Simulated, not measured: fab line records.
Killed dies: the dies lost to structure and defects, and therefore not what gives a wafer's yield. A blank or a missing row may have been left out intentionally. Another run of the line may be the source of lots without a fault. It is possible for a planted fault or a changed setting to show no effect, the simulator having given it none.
A struck lot beside a sound one / flow sky130 / 16 steps out of a route of 708
Sound: the wafers L499.2, L499.4, L499.5. Struck: wafers L496.1, L496.3, L496.5. Last of all comes the cause.
Order at every step that has rows: each side's tool, ch and its chambers, its first start. Under that, the readings that differ: sound wafers / struck wafers / difference of the means / sigmas: that difference in standard deviations of wafers without a fault.
alike: words and numbers the same on both sides, and readings whose means are apart by under 2 such deviations; not compared: readings that were withheld, readings missing a value for some wafer, numbers with overlapping values and no deviation given by the record, and bounds like >300 which may hide the same value.
The two part at a step that has a row with sigmas, a row that says differs or no value, or rows on one side only. Numbers that don't overlap but have no deviation are shown without sigmas and don't part them. A reading missing from all wafers of one side parts the sides only when that side holds two or more wafers.

first, 2 steps without rows for these wafers: SKY_VT_ADJUST_PCH_PEB_05; SKY_VT_ADJUST_PCH_DEVELOP_06 (develop time 60 s).
SKY_VT_ADJUST_PCH_OVL_MEAS_07:
  sound on overlay-02, day 15 20:33; struck on overlay-02, day 15 01:55
  alike: VT_ADJUST_PCH_OVL
then, 1 step without rows for these wafers: SKY_VT_ADJUST_PCH_IMPLANT_08.
SKY_VT_ADJUST_PCH_STRIP_09: strips in O2/N2.
  sound on plasma_asher-03 ch 0,1, day 15 20:44; struck on plasma_asher-02 ch 0,1, day 15 02:07
  alike: drypump_motor_current_A, oes_product_au, strip_time_to_endpoint_s
  not compared: rf_hours_counter_h
SKY_VT_ADJUST_PCH_TW_MEAS_10:
  sound on film_metro-03, day 15 20:50; struck on film_metro-02, day 15 02:13
  alike: VT_ADJUST_PCH_TW
then, 6 steps without rows for these wafers: SKY_SONOS_TUNNEL_DEHYDRATE_00 (time 60 s); SKY_SONOS_TUNNEL_HMDS_01 (prime time 60 s); SKY_SONOS_TUNNEL_COAT_02 (resist thk 1140 nm); SKY_SONOS_TUNNEL_SOFTBAKE_03 (time 60 s); SKY_SONOS_TUNNEL_EXPOSE_04 (exposes mask TUNM, target cd 410 nm); SKY_SONOS_TUNNEL_PEB_05.
SKY_SONOS_TUNNEL_DEVELOP_06: develop time 60 s.
  sound on litho_track-04 ch 0, day 17 00:47; struck on litho_track-02 ch 0, day 16 06:13
SKY_SONOS_TUNNEL_CD_MEAS_07: the cd target is 410 nm.
  sound on cd_sem-02, day 17 00:56; struck on cd_sem-02, day 16 06:22
reading=cd_nm (nm); sound=407.9 408.5 410.8; struck=397.8 397.9 399.5; difference=-10.7; sigmas=-6
SKY_SONOS_TUNNEL_OVL_MEAS_08:
  sound on overlay-01, day 17 01:02; struck on overlay-01, day 16 06:29
  alike: SONOS_TUNNEL_OVL
-- record jumps: 33 days separate the struck wafers' starts on either side; left off in module SONOS_TUNNEL, taken up again in module PAD_OPEN, whose first shown step is the route's number 708 --
SKY_PAD_OPEN_PROBE_99:
  sound on prober-02, day 49 19:45; struck on prober-01, day 49 10:05
  alike: killed_at_M0_to_M3, killed_at_M4_up, killed_at_contacts, killed_at_front_end, killed_at_other, killed_dies, killed_open, killed_short

== WHERE THEY PART ==
Only at SKY_SONOS_TUNNEL_CD_MEAS_07, as far as this record shows. Later steps at which nothing parts them and some readings are alike: SKY_SONOS_TUNNEL_OVL_MEAS_08, SKY_PAD_OPEN_PROBE_99.

WHY: what had been put in by the simulator
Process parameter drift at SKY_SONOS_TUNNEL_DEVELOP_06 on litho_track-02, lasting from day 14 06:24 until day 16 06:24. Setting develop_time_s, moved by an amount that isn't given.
